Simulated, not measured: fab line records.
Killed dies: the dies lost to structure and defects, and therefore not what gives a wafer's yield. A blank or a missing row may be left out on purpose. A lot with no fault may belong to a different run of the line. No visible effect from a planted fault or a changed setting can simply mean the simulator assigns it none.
One fault seen from 2 desks    flow sky130    what lay behind the numbers comes last; until then each desk has only its own

== METROLOGY DESK ==
What the gauges read for every lot (on any tool): the sampled wafers with a number, averaged. If a lot's mean is further than 4 standard deviations from the usual mean, the lot is out of limits and carries the mark OUT (the distance appears in the brackets).
Columns: A = LDD_HVN_OVL at SKY_LDD_HVN_OVL_MEAS_07, usual -0.1 nm; B = LDD_HVN_TW at SKY_LDD_HVN_TW_MEAS_10, usual 1427; C = LDD_HVP_OVL at SKY_LDD_HVP_OVL_MEAS_07, usual 1.2 nm
lot   first seen here  A     B     C
L743  day 21 09:28     1.3   1466  0.8
L750  day 24 03:28     -1.5  1407  0.0
L751  day 24 07:55     -0.6  1435  0.0
L752  day 24 20:40     -1.1  1454  1.4
L754  day 25 08:06     -0.3  1413  4.2
L761  day 27 19:43     1.0   1399  0.8
Result from this desk: across the 6 lots, nothing is out of limits.

== TOOL OWNER'S DESK, implanter-03 ==
The tool's own readings at SKY_LDD_HVP_IMPLANT_08, given as means over the sampled wafers that have a number, one for each lot that went through this tool. If a lot's mean is further than 4 standard deviations from the usual mean, the lot is out of limits and carries the mark OUT (the distance appears in the brackets).
Columns: A = beam_energy_keV at SKY_LDD_HVP_IMPLANT_08, usual 19.999; B = faraday_current_uA at SKY_LDD_HVP_IMPLANT_08, usual 95.8
lot   first seen here  A                         B
L743  day 22 15:27     19.994                    95.8
L750  day 25 09:01     17.685 (-99 or more) OUT  95.5
L751  day 25 13:47     17.693 (-99 or more) OUT  95.1
L761  day 29 01:02     19.995                    96.6
This desk finds L750, L751 out of limits, L750 being first, at day 25 09:01 (beam_energy_keV at SKY_LDD_HVP_IMPLANT_08). In limits: L743, L761.

== ALL TOGETHER ==
On L750, L751, at day 25 09:01, an alarm was possible from the tool owner's desk.
At the metrology desk, nothing out of limits was observed.
The metrology desk has L750, L751 on record, within its limits.
SKY_LDD_HVP_IMPLANT_08 was run on implanter-03 by each of the lots named.

== WHAT THE SIMULATOR HAD INSERTED ==
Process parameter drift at SKY_LDD_HVP_IMPLANT_08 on implanter-03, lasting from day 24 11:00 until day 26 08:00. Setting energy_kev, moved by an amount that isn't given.
Shown lots that were struck: L750, L751.
Hours from the fault's start to each desk's first reading out of limits: the tool owner's desk, 22.
